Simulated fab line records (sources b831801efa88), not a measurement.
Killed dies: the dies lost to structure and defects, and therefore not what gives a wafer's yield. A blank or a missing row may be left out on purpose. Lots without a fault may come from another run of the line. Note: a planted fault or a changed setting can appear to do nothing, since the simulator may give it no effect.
What tool caused it? :: flow gf180mcu :: 12 lots with 36 wafers sampled at 4 steps, on a route of 602 steps

## WHAT THE GAUGES READ, wafer by wafer
GF_HV_LDD_CD_MEAS_07: target cd 400 nm.
lot: L189
measured: day 10 05:06
on: cdSem-01
cdNm (nm): 404.6 402.3 403.1

lot: L194
measured: day 11 14:48
on: cdSem-01
cdNm (nm): 400.3 401.5 399.6

lot: L195
measured: day 11 19:22
on: cdSem-02
cdNm (nm): - - -

lot: L196
measured: day 12 05:20
on: cdSem-02
cdNm (nm): - - -

lot: L202
measured: day 14 02:23
on: cdSem-02
cdNm (nm): 403.4 402.6 401.4

lot: L203
measured: day 14 06:40
on: cdSem-02
cdNm (nm): 398.2 399.1 397.0

lot: L204
measured: day 14 12:24
on: cdSem-01
cdNm (nm): 397.3 396.2 394.0

lot: L206
measured: day 15 03:57
on: cdSem-01
cdNm (nm): 403.8 402.2 401.7

lot: L209
measured: day 16 05:32
on: cdSem-02
cdNm (nm): 399.3 398.5 397.2

lot: L210
measured: day 16 10:57
on: cdSem-01
cdNm (nm): 399.7 400.4 401.8

lot: L211
measured: day 16 22:04
on: cdSem-01
cdNm (nm): 400.3 400.8 400.2

lot: L212
measured: day 17 01:23
on: cdSem-01
cdNm (nm): 401.2 401.4 401.5

GF_HV_LDD_TW_MEAS_23.
lot: L189
measured: day 11 00:33
on: filmMetro-04
HV_LDD_2_TW: 1061 1060 1055

lot: L194
measured: day 12 10:22
on: filmMetro-04
HV_LDD_2_TW: 1058 1057 1057

lot: L195
measured: day 12 15:10
on: filmMetro-04
HV_LDD_2_TW: 2461 2460 2467

lot: L196
measured: day 13 01:12
on: filmMetro-03
HV_LDD_2_TW: 2460 2463 2465

lot: L202
measured: day 15 00:36
on: filmMetro-04
HV_LDD_2_TW: 1061 1061 1054

lot: L203
measured: day 15 04:47
on: filmMetro-01
HV_LDD_2_TW: 1044 1051 1047

lot: L204
measured: day 15 10:52
on: filmMetro-01
HV_LDD_2_TW: 1044 1047 1048

lot: L206
measured: day 16 02:06
on: filmMetro-03
HV_LDD_2_TW: 1067 1068 1065

lot: L209
measured: day 17 04:35
on: filmMetro-01
HV_LDD_2_TW: 1037 1046 1040

lot: L210
measured: day 17 10:26
on: filmMetro-03
HV_LDD_2_TW: 1079 1075 1073

lot: L211
measured: day 17 20:47
on: filmMetro-01
HV_LDD_2_TW: 1039 1042 1042

lot: L212
measured: day 18 00:24
on: filmMetro-03
HV_LDD_2_TW: 1062 1068 1072

GF_HV_LDD_TW_MEAS_38.
lot: L189
measured: day 11 19:47
on: filmMetro-04
HV_LDD_3_TW: 1438 1439 1431

lot: L194
measured: day 13 06:48
on: filmMetro-03
HV_LDD_3_TW: 1453 1448 1454

lot: L195
measured: day 13 11:58
on: filmMetro-01
HV_LDD_3_TW: 2519 2508 2515

lot: L196
measured: day 13 22:17
on: filmMetro-04
HV_LDD_3_TW: 2525 2544 2540

lot: L202
measured: day 15 23:16
on: filmMetro-01
HV_LDD_3_TW: 1419 1422 1424

lot: L203
measured: day 16 03:03
on: filmMetro-01
HV_LDD_3_TW: 1411 1418 1409

lot: L204
measured: day 16 11:28
on: filmMetro-03
HV_LDD_3_TW: 1444 1446 1450

lot: L206
measured: day 17 00:41
on: filmMetro-03
HV_LDD_3_TW: 1459 1461 1459

lot: L209
measured: day 18 04:23
on: filmMetro-04
HV_LDD_3_TW: 1432 1428 1427

lot: L210
measured: day 18 10:47
on: filmMetro-03
HV_LDD_3_TW: 1453 1453 1456

lot: L211
measured: day 18 21:11
on: filmMetro-01
HV_LDD_3_TW: 1419 1417 1414

lot: L212
measured: day 19 00:43
on: filmMetro-01
HV_LDD_3_TW: 1414 1410 1417

## EACH LOT AND THE TOOL THAT RAN IT (in order: tool; ch and the chambers of the sampled wafers; start)
lot: L189
GF_HV_LDD_COAT_02: lithoTrack-02 ch 0, day 9 20:11

lot: L194
GF_HV_LDD_COAT_02: lithoTrack-04 ch 0, day 11 05:38

lot: L195
GF_HV_LDD_COAT_02: lithoTrack-02, day 11 10:05

lot: L196
GF_HV_LDD_COAT_02: lithoTrack-03, day 11 19:24

lot: L202
GF_HV_LDD_COAT_02: lithoTrack-02 ch 0, day 13 14:58

lot: L203
GF_HV_LDD_COAT_02: lithoTrack-04 ch 0, day 13 19:54

lot: L204
GF_HV_LDD_COAT_02: lithoTrack-03 ch 0, day 14 01:58

lot: L206
GF_HV_LDD_COAT_02: lithoTrack-02 ch 0, day 14 17:02

lot: L209
GF_HV_LDD_COAT_02: lithoTrack-04 ch 0, day 15 18:00

lot: L210
GF_HV_LDD_COAT_02: lithoTrack-02 ch 0, day 15 23:35

lot: L211
GF_HV_LDD_COAT_02: lithoTrack-03 ch 0, day 16 10:22

lot: L212
GF_HV_LDD_COAT_02: lithoTrack-02 ch 0, day 16 13:22
- GF_HV_LDD_COAT_02: resist thk 1000 nm.

## WHAT THE TOOLS THEMSELVES READ (means of the sampled wafers that have a number; where no wafer has one, the mark that the record gives instead)
GF_HV_LDD_COAT_02.
lot: L189
tool: lithoTrack-02
chillPlateTempC (C): 22.97
dispensePressureKPa (kPa): 51.0
spinSpeedRpm (rpm): 2999.7

lot: L194
tool: lithoTrack-04
chillPlateTempC (C): 22.98
dispensePressureKPa (kPa): 51.4
spinSpeedRpm (rpm): 2998.2

lot: L195
tool: lithoTrack-02
chillPlateTempC (C): -
dispensePressureKPa (kPa): -
spinSpeedRpm (rpm): -

lot: L196
tool: lithoTrack-03
chillPlateTempC (C): -
dispensePressureKPa (kPa): -
spinSpeedRpm (rpm): -

lot: L202
tool: lithoTrack-02
chillPlateTempC (C): 22.98
dispensePressureKPa (kPa): 51.2
spinSpeedRpm (rpm): 3000.0

lot: L203
tool: lithoTrack-04
chillPlateTempC (C): 23.11
dispensePressureKPa (kPa): 51.4
spinSpeedRpm (rpm): 2997.1

lot: L204
tool: lithoTrack-03
chillPlateTempC (C): 23.07
dispensePressureKPa (kPa): 49.6
spinSpeedRpm (rpm): 3000.8

lot: L206
tool: lithoTrack-02
chillPlateTempC (C): 23.01
dispensePressureKPa (kPa): 51.2
spinSpeedRpm (rpm): 2999.5

lot: L209
tool: lithoTrack-04
chillPlateTempC (C): 23.04
dispensePressureKPa (kPa): 51.4
spinSpeedRpm (rpm): 3001.3

lot: L210
tool: lithoTrack-02
chillPlateTempC (C): 23.08
dispensePressureKPa (kPa): 51.2
spinSpeedRpm (rpm): 2999.7

lot: L211
tool: lithoTrack-03
chillPlateTempC (C): 22.87
dispensePressureKPa (kPa): 49.6
spinSpeedRpm (rpm): 3001.4

lot: L212
tool: lithoTrack-02
chillPlateTempC (C): 23.02
dispensePressureKPa (kPa): 51.2
spinSpeedRpm (rpm): 3000.4

## THE ANSWER, worked out from the rows above alone
Rule: the lots themselves supply what counts as usual. The widest of any qualifying gaps counts: lots, ordered by their means at a reading, are off when they make up no more than a third of the lots, leave a main group of 4 or more, and stand apart from it by 3 or more times the standard deviation of that group's means. Not used: any main group whose means are identical at the precision the tables above print for the reading. Also off: a lot with no number at a reading for which 4 or more lots have one. Where the step has rows for the other lots, those lots are counted as sound. After the gauges, taken in route order, come the tools' own readings; for these a lot's mean is taken, as printed above. At the first step where some lot is off, the reading lying furthest off is the one used; lots without a number count as furthest.
Off: L195, L196 (GF_HV_LDD_CD_MEAS_07, cdNm). Without a number there: L195, L196. Mean 400.4 nm and standard deviation 2.2 in the main group.
A tool fits if, at a process step before that reading, it ran every lot that is off, and no sound lot after the first of them. The gauges at GF_HV_LDD_CD_MEAS_07 aren't tried: what is off there is off at GF_HV_LDD_TW_MEAS_23 too, on other tools, and a gauge's error can't cause that. No candidate that was tried fits.

## WHAT THE SIMULATOR PUT IN
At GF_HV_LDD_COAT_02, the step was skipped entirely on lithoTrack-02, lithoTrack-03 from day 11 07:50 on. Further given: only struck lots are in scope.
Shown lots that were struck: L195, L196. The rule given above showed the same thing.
